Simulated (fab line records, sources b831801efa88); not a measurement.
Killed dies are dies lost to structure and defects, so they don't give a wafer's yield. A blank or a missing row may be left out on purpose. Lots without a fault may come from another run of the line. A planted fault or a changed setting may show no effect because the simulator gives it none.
Problem report in the 8D (eight disciplines) form, filled by code | flow gf180mcu | the parts of the form that need people (team, actions taken, sign-off) are left out

1. THE PROBLEM
dose_ions_cm2 at GF_HV_LDD_IMPLANT_33 reads a mean of 8.102e+12 on 6 wafers of 2 lots; wafers without a fault read 7.502e+12 with a standard deviation of 8.1e+09. That is +74 standard deviations from the usual mean.
First seen on wafer L132.1, day 15 09:25, on implanter-03. The record holds 18 wafers of 6 lots with a number at this step. Rule for "out", or "out of limits": more than 4 standard deviations from the usual mean. The other wafers with a number count as sound.

2. WHAT IT IS AND WHAT IT IS NOT
question                    | is                     | is not
which readings at this step | dose_ions_cm2          | beam_on_s
which lots                  | L132, L133             | L120, L123, L137, L142
which wafers of those lots  | all that have a number | -
read on which tools         | implanter-03           | implanter-01, implanter-02
when                        | from day 15 09:25      | up to then (6 sound wafers); but 6 sound wafers of L137, L142 came after

3. SUSPECTS, AND WHAT RULES EACH OUT
Counting: a tool at a process step up to the reading stays a suspect if it ran every lot that is out and no sound lot after the first of them.
- plasma_asher-01 at GF_HV_LDD_STRIP_22 (strips in O2/N2): ruled out as a lasting fault. Sound lots L142 ran on it after its first lot that is out, L132 (day 14 12:28).
- implanter-03 at GF_HV_LDD_IMPLANT_33: kept. It ran every lot that is out, first L132 (day 15 09:25), and no sound lot after that; its last sound lot up to then is L120 (day 11 12:13). Its own readings are out on those wafers: dose_ions_cm2.
Left after counting: implanter-03 at GF_HV_LDD_IMPLANT_33.

4. THE CAUSE (what the simulator had put in)
Process parameter drift: implanter-03, from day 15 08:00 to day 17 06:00, at GF_HV_LDD_IMPLANT_33. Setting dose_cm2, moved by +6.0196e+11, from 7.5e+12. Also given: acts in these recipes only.
Counting left only this tool.

5. THE CHAIN OF EFFECTS, in route order
Each row: a reading whose mean over the struck wafers that have a number lies more than 3 standard deviations from the usual. Only readings for which the record gives a usual standard deviation are gone through. hours: the time from each lot's start at the first step in this table that gives one to its start at this step, as a median over the lots. sigmas: the change in usual standard deviations.
hours | step                 | reading            | usual     | on struck wafers | change     | sigmas
0     | GF_HV_LDD_IMPLANT_33 | dose_ions_cm2      | 7.502e+12 | 8.102e+12        | +6.005e+11 | +74
0     | GF_HV_LDD_IMPLANT_33 | faraday_current_uA | 42.4      | 45.7             | +3.3       | +3.6
The process steps in it:
- GF_HV_LDD_IMPLANT_33

6. WHAT WOULD HAVE CAUGHT IT SOONER
In this record the first reading out of limits was taken at day 15 09:25, 1 hour after the fault began at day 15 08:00.
